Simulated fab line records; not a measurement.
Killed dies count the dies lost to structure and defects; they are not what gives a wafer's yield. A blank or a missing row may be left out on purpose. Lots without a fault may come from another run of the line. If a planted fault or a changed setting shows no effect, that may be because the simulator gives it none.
Problem report, 8D (eight disciplines) form, completed by code :: flow gf180mcu :: the parts of the form that need people (team, actions taken, sign-off) are left out

1. PROBLEM STATEMENT
Wafers with no fault read 0.4001 Pa with a standard deviation of 0.00087, whereas chamber-pressure-pa at GF_M4_SPUTTER_04 reads a mean of 0.3528 Pa on 1 wafer of 1 lot. Relative to the usual mean, that is a shift of -54 standard deviations.
The step: material TiN, target thk 50 nm, time 41.7 s.
Earliest sighting: wafer L887.4 on pvd-sputter-02 at day 28 13:38. The record has a number at this step for 39 wafers belonging to 13 lots. Rule for "out", or "out of limits": more than 4 standard deviations from the usual mean. The other wafers with a number count as sound.

2. WHAT IT IS AND WHAT IT IS NOT
question: which readings at this step
is: chamber-pressure-pa
is not: throttle-valve-pct

question: which lots
is: L887
is not: L870, L871, L872, L873, L874, L875, L876, L877, L879, L889, L890, L891

question: which wafers of those lots
is: L887.4
is not: L887.3, L887.6

question: read on which tools
is: pvd-sputter-02
is not: pvd-sputter-01, pvd-sputter-03

question: when
is: from day 28 13:38
is not: up to then (29 sound wafers); but 9 sound wafers of L889, L890, L891 came after

3. THE SUSPECTS, EACH WITH WHAT RULES IT OUT
Counting: a tool at a process step up to the reading stays a suspect if it ran every lot that is out. Sound lots after the first of them don't rule it out here, since some wafers of a struck lot are sound.
- rie-diel-04 at GF_V3_ETCH_17 (etches SiO2 in C4F8/O2/Ar, stops on TiN, target depth 635 nm): kept. It processed L887, the lot that is out, at day 28 13:28, and its most recent sound lot before then was L873 at day 23 09:53. With no start given for some of its lots, GF_V3_ETCH_17 uses the hours and lot order of GF_M4_SPUTTER_00.
- pvd-sputter-02 at GF_M4_SPUTTER_00 (material Ti, target thk 37.5 nm, time 150 s): kept. It processed L887, the lot that is out, at day 28 13:28, and its most recent sound lot before then was L877 at day 25 01:19.
- pvd-sputter-02 at GF_M4_SPUTTER_02 (material AlCu, target thk 450 nm, time 23.9 s): kept. It processed L887, the lot that is out, at day 28 13:35, and its most recent sound lot before then was L877 at day 25 01:26.
- pvd-sputter-02 at GF_M4_SPUTTER_04 (material TiN, target thk 50 nm, time 41.7 s): kept. It processed L887, the lot that is out, at day 28 13:38, and its most recent sound lot before then was L877 at day 25 01:29. Out on those wafers are its own readings of chamber-pressure-pa.
- rie-diel-04, GF_V3_ETCH_17: wafers that are out in chamber 1, sound lot-mates in chambers 2, 3.
Left after counting: rie-diel-04 at GF_V3_ETCH_17, pvd-sputter-02 at GF_M4_SPUTTER_00, pvd-sputter-02 at GF_M4_SPUTTER_02, pvd-sputter-02 at GF_M4_SPUTTER_04.

4. THE CAUSE (what the simulator had put in)
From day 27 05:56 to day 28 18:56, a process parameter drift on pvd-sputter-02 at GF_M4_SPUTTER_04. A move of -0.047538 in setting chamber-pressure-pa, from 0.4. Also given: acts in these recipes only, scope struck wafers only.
This tool is one of the 4 suspects left after counting.

5. THE EFFECT CHAIN, in route order
Each row: a reading where the mean over the struck wafers with a number is more than 3 standard deviations away from the usual. Only readings for which the record gives a usual standard deviation are gone through. hours: the time from each lot's start at the first step in this table that gives one to its start at this step, as a median over the lots. sigmas: the change in usual standard deviations.
hours: 0
step: GF_M4_SPUTTER_04
reading: chamber-pressure-pa
usual: 0.4001 Pa
on struck wafers: 0.3528
change: -0.0473
sigmas: -54
Its process steps:
- GF_M4_SPUTTER_04: material TiN, target thk 50 nm, time 41.7 s.

6. HOW IT WOULD HAVE BEEN CAUGHT EARLIER
The fault began at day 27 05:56; the first out-of-limits reading in this record came at day 28 13:38, 32 hours later.
